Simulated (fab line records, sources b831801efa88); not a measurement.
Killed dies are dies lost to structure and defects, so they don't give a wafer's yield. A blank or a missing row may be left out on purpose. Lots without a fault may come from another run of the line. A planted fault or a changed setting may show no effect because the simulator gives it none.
Problem report in the 8D (eight disciplines) form, filled by code | flow sky130 | the parts of the form that need people (team, actions taken, sign-off) are left out

1. THE PROBLEM
killed_at_front_end at SKY_PAD_OPEN_PROBE_99 reads a mean of 66 on 4 wafers of 2 lots; wafers without a fault read 16 with a standard deviation of 4.7. That is +11 standard deviations from the usual mean.
First seen on wafer L485.1, day 48 09:17, on prober-01. The record holds 6 wafers of 2 lots with a number at this step. Rule for "out", or "out of limits": more than 4 standard deviations from the usual mean. The other wafers with a number count as sound.

2. WHAT IT IS AND WHAT IT IS NOT
question                    | is                             | is not
which readings at this step | killed_at_front_end            | killed_at_M0_to_M3, killed_at_M4_up, killed_at_other, killed_short
which lots                  | L485, L488                     | -
which wafers of those lots  | L485.1, L485.4, L485.5, L488.4 | L488.1, L488.6
read on which tools         | prober-01, prober-02           | -
when                        | from day 48 09:17              | up to then (0 sound wafers); but 2 sound wafers of L488 came after

3. SUSPECTS, AND WHAT RULES EACH OUT
Counting: a tool at a process step up to the reading stays a suspect if it ran every lot that is out. Sound lots after the first of them don't rule it out here, since some wafers of a struck lot are sound.
- plasma_asher-04 at SKY_LDD_P_STRIP_10 (strips in O2/N2): kept. It ran every lot that is out, first L485 (day 22 16:31).
- cvd_w-01 at SKY_VIA1_CVD_21 (deposits W, target thk 270 nm, time 80.902 s): kept. It ran every lot that is out, first L485 (day 37 05:13).
- Within plasma_asher-04 at SKY_LDD_P_STRIP_10: the wafers that are out ran in chamber 0; their sound lot-mates ran in chamber 1.
Left after counting: plasma_asher-04 at SKY_LDD_P_STRIP_10, cvd_w-01 at SKY_VIA1_CVD_21.

4. THE CAUSE (what the simulator had put in)
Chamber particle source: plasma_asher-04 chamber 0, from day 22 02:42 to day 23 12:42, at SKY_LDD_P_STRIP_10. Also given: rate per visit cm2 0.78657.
Counting left 2 suspects, and this tool is among them.

5. THE CHAIN OF EFFECTS, in route order
Each row: a reading whose mean over the struck wafers that have a number lies more than 3 standard deviations from the usual. Only readings for which the record gives a usual standard deviation are gone through. hours: the time from each lot's start at the first step in this table that gives one to its start at this step, as a median over the lots. sigmas: the change in usual standard deviations.
hours | step                  | reading             | usual | on struck wafers | change | sigmas
0     | SKY_PAD_OPEN_PROBE_99 | killed_at_front_end | 16    | 66               | +50    | +11
0     | SKY_PAD_OPEN_PROBE_99 | killed_dies         | 87    | 130              | +43    | +4.4
The process steps in it:
- SKY_PAD_OPEN_PROBE_99

6. WHAT WOULD HAVE CAUGHT IT SOONER
In this record the first reading out of limits was taken at day 48 09:17, 631 hours after the fault began at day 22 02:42.
Of the tool readings at SKY_LDD_P_STRIP_10 for which the record gives a usual standard deviation, none was out on any struck wafer, so an alarm limit of 4 standard deviations on them would not have fired.
All the lots that are out (2) had begun SKY_LDD_P_STRIP_10 on plasma_asher-04 by day 48 09:17. A hold on the tool at that time would have spared none of them.
